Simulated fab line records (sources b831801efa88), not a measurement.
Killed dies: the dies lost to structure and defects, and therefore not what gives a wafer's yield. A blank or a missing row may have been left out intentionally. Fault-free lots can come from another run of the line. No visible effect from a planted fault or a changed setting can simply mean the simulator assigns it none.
Split-lot experiment + flow gf180mcu + route with 602 steps; 5 lots, 23 wafers read

SPLIT DETAILS
At GF_M3_COAT_09 (resist thk 1000 nm), the setting resist_thk_nm was moved away from the recipe's 1000 nm on 8 of the 23 wafers read, by -5.0% to +5.8%. The other wafers ran this setting at the recipe's value.

FROM THE SPLIT TO THE READING: what the file shows between them, 3 steps
- GF_M3_SOFTBAKE_10: time 60 s
- GF_M3_EXPOSE_11: exposes mask Metal3, target cd 280 nm
- GF_M3_METAL_ETCH_16: etches the open film in Cl2/BCl3, stops on SiO2, target depth 627.5 nm, time 104.6 s

THE READING
oes_product_au, in a.u., at GF_M3_STRIP_17 (strips in O2/N2). Fault-free wafers of this fab line usually give 0.557 a.u., standard deviation 0.0052 a.u.

| wafer  | tool, chamber at the split | resist_thk_nm as run, nm | against the recipe | oes_product_au, a.u. | against lot-mates on the recipe |
|--------|----------------------------|--------------------------|--------------------|----------------------|---------------------------------|
| L076.1 | litho_track-02, 0          | 1000                     | recipe             | 0.558                | -                               |
| L076.2 | litho_track-02, 0          | 1000                     | recipe             | 0.553                | -                               |
| L076.3 | litho_track-02, 0          | 1000                     | recipe             | 0.559                | -                               |
| L076.4 | litho_track-02, 0          | 1000                     | recipe             | 0.551                | -                               |
| L076.6 | litho_track-02, 0          | 1000                     | recipe             | 0.559                | -                               |
| L079.2 | litho_track-04, 0          | 1000                     | recipe             | 0.560                | -                               |
| L079.4 | litho_track-04, 0          | 1000                     | recipe             | 0.555                | -                               |
| L079.5 | litho_track-04, 0          | 1000                     | recipe             | 0.550                | -                               |
| L081.1 | litho_track-02, 0          | 1000                     | recipe             | 0.560                | -                               |
| L081.2 | litho_track-02, 0          | 1000                     | recipe             | 0.561                | -                               |
| L081.3 | litho_track-02, 0          | 1000                     | recipe             | 0.553                | -                               |
| L081.4 | litho_track-02, 0          | 950                      | -5.0%              | 0.525                | -0.033                          |
| L081.6 | litho_track-02, 0          | 950                      | -5.0%              | 0.536                | -0.022                          |
| L080.1 | litho_track-03, 0          | 1058                     | +5.8%              | 0.586                | +0.022                          |
| L080.2 | litho_track-03, 0          | 1000                     | recipe             | 0.560                | -                               |
| L080.3 | litho_track-03, 0          | 1058                     | +5.8%              | 0.587                | +0.023                          |
| L080.5 | litho_track-03, 0          | 1058                     | +5.8%              | 0.583                | +0.019                          |
| L080.6 | litho_track-03, 0          | 1000                     | recipe             | 0.567                | -                               |
| L083.1 | litho_track-03, 0          | 1053                     | +5.3%              | 0.578                | +0.020                          |
| L083.2 | litho_track-03, 0          | 1053                     | +5.3%              | 0.585                | +0.027                          |
| L083.4 | litho_track-03, 0          | 1053                     | +5.3%              | 0.576                | +0.018                          |
| L083.5 | litho_track-03, 0          | 1000                     | recipe             | 0.552                | -                               |
| L083.6 | litho_track-03, 0          | 1000                     | recipe             | 0.563                | -                               |

FIT RESULTS
A straight line over all 23 wafers: oes_product_au changes by +0.00478 a.u. for each +1% of resist_thk_nm; r = +0.95; the points scatter about the line by 0.0048 a.u.
The same after taking each lot's own level away (the mean of its wafers on the recipe; 23 wafers): +0.00439 a.u. for each +1%; r = +0.95; scatter 0.0045 a.u.
Per that fit: largest resist_thk_nm move, reading shift of 0.025 a.u.
From 0.5550 to 0.5635 a.u.: that is the span of the lots' own levels, equal to 1.6 times the standard deviation above.
Hence the lot-to-lot level has little effect on the slope; both slopes agree.
Check: for one of the wafers moved furthest among these (+5.8%), held out of the fit, the line's prediction against its lot-mates is +0.0247 a.u. It came out at +0.0225 a.u. against them.

THESE WAFERS: OTHER SPLITS
Other splits were also applied to these wafers ahead of the reading. Each is held against what the fit with the lots' levels taken away leaves over:
| other split on the same wafers | wafers away from the commonest value | r with oes_product_au (lot level and that fit taken away) |
|--------------------------------|--------------------------------------|-----------------------------------------------------------|
| GF_V2_SPUTTER_22 time_s        | 10                                   | -0.15                                                     |

THE WHOLE CHAIN: every reading that the file lists as answering this split, in the file's order
| step           | what it does       | reading                                                                   | change (the file's fit)                   | r (the file's) |
|----------------|--------------------|---------------------------------------------------------------------------|-------------------------------------------|----------------|
| GF_M3_COAT_09  | resist thk 1000 nm | KrF_of_M3_COAT_09.thk_nm (the simulator's own value, which no gauge read) | +10.1 nm for each +1% of the setting      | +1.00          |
| GF_M3_STRIP_17 | strips in O2/N2    | oes_product_au                                                            | +0.00446 a.u. for each +1% of the setting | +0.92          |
| GF_M3_STRIP_17 | strips in O2/N2    | strip_time_to_endpoint_s                                                  | withheld for each +1% of the setting      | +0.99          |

FILE'S OWN FIT
oes_product_au changes by +0.00446 a.u. for each +1% of resist_thk_nm, r = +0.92.
